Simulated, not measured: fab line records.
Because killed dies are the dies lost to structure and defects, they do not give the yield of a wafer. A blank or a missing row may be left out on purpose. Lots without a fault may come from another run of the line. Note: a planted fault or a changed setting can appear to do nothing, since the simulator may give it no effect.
Matching of chambers | flow sky130 | SKY_VIA1_CMP_24 on cmp-01 has 4 sister chambers
The step polishes, stops on SiO2, t overpolish 15 s, target thk 0 nm. 30 wafers are shown with their chamber, then 12 later ones without.

== WAFERS PAIRED WITH THEIR CHAMBERS ==
wafer  | chamber | motor-current-A (A) | time-to-endpoint-s (s) | overpolish-run-s (s)
L075.1 | 1       | 10.4                | 66                     | 14.993
L075.3 | 0       | 10.7                | 61                     | 15.001
L075.5 | 2       | 14.1                | 60                     | 15.004
L076.1 | 2       | 13.6                | 62                     | 15.010
L076.2 | 1       | 10.0                | 67                     | 14.993
L076.4 | 3       | 12.1                | 61                     | 14.994
L077.4 | 0       | 10.2                | 64                     | 15.002
L077.5 | 1       | 10.7                | 67                     | 14.998
L077.6 | 2       | 13.2                | 60                     | 14.997
L078.4 | 1       | 10.5                | 64                     | 15.001
L078.5 | 2       | 13.7                | 57                     | 15.003
L078.6 | 1       | 10.5                | 67                     | 14.997
L079.1 | 2       | 13.1                | 65                     | 15.010
L079.2 | 3       | 11.5                | 66                     | 15.005
L079.6 | 3       | 12.7                | 62                     | 14.991
L084.1 | 2       | 13.6                | 59                     | 15.004
L084.2 | 0       | 10.5                | 64                     | 14.991
L084.4 | 3       | 12.1                | 60                     | 14.996
L087.4 | 3       | 12.4                | 59                     | 15.006
L087.5 | 2       | 13.6                | 61                     | 15.010
L087.6 | 3       | 11.8                | 57                     | 14.996
L086.2 | 2       | 14.2                | 59                     | 14.991
L086.4 | 0       | 10.8                | 64                     | 15.008
L086.6 | 2       | 13.9                | 56                     | 14.997
L088.2 | 1       | 10.5                | 64                     | 14.995
L088.3 | 2       | 13.3                | 61                     | 15.000
L088.4 | 3       | 11.8                | 61                     | 15.005
L089.1 | 0       | 10.9                | 65                     | 14.999
L089.3 | 3       | 12.5                | 60                     | 14.995
L089.4 | 1       | 10.8                | 64                     | 14.996

SIGNATURES, as means of the wafers listed above
reading            | chamber 0 | chamber 1 | chamber 2 | chamber 3 | scatter within a chamber
motor-current-A    | 10.620    | 10.486    | 13.630    | 12.113    | 0.342
time-to-endpoint-s | 63.60     | 65.57     | 60.00     | 60.75     | 2.22
overpolish-run-s   | 15.00020  | 14.99614  | 15.00260  | 14.99850  | 0.0056
Rule: for a wafer and a chamber, the distance is found by dividing, reading by reading, the gap between the wafer's reading and the chamber's mean by the reading's scatter, squaring, summing and taking the root. If the next closest chamber is less than 2 further off than the closest, the wafer can't be placed; otherwise it belongs to the closest. How the scatter is found: for the shown wafers, subtract from each reading the mean of its chamber, square and add these, divide the total by (wafers less chambers), then take the root.

== WAFERS WHOSE CHAMBER IS MISSING ==
wafer  | motor-current-A (A) | time-to-endpoint-s (s) | overpolish-run-s (s)
L091.3 | 12.8                | 60                     | 15.009
L091.5 | 9.9                 | 64                     | 15.002
L091.6 | 13.8                | 63                     | 15.015
L093.1 | 10.6                | 67                     | 14.994
L093.4 | 12.3                | 59                     | 14.983
L093.5 | 10.3                | 68                     | 15.014
L094.1 | 12.4                | 56                     | 14.994
L094.2 | 13.7                | 59                     | 14.996
L094.3 | 10.9                | 66                     | 15.000
L095.2 | 13.4                | 60                     | 14.993
L095.3 | 12.4                | 60                     | 15.011
L095.4 | 10.8                | 64                     | 15.006

== WHICH CHAMBER EACH WENT THROUGH ==
wafer  | from the rows above     | in truth
L091.3 | can't be placed: 2 or 3 | 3
L091.5 | can't be placed: 1 or 0 | 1
L091.6 | 2                       | 2
L093.1 | can't be placed: 1 or 0 | 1
L093.4 | 3                       | 3
L093.5 | can't be placed: 0 or 1 | 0
L094.1 | can't be placed: 3 or 2 | 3
L094.2 | 2                       | 2
L094.3 | can't be placed: 0 or 1 | 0
L095.2 | 2                       | 2
L095.3 | can't be placed: 3 or 2 | 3
L095.4 | can't be placed: 0 or 1 | 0
4 of 12 placed correctly. Not placeable from these rows: 8 (in 8, the candidates include the true chamber). Wrongly placed: 0.
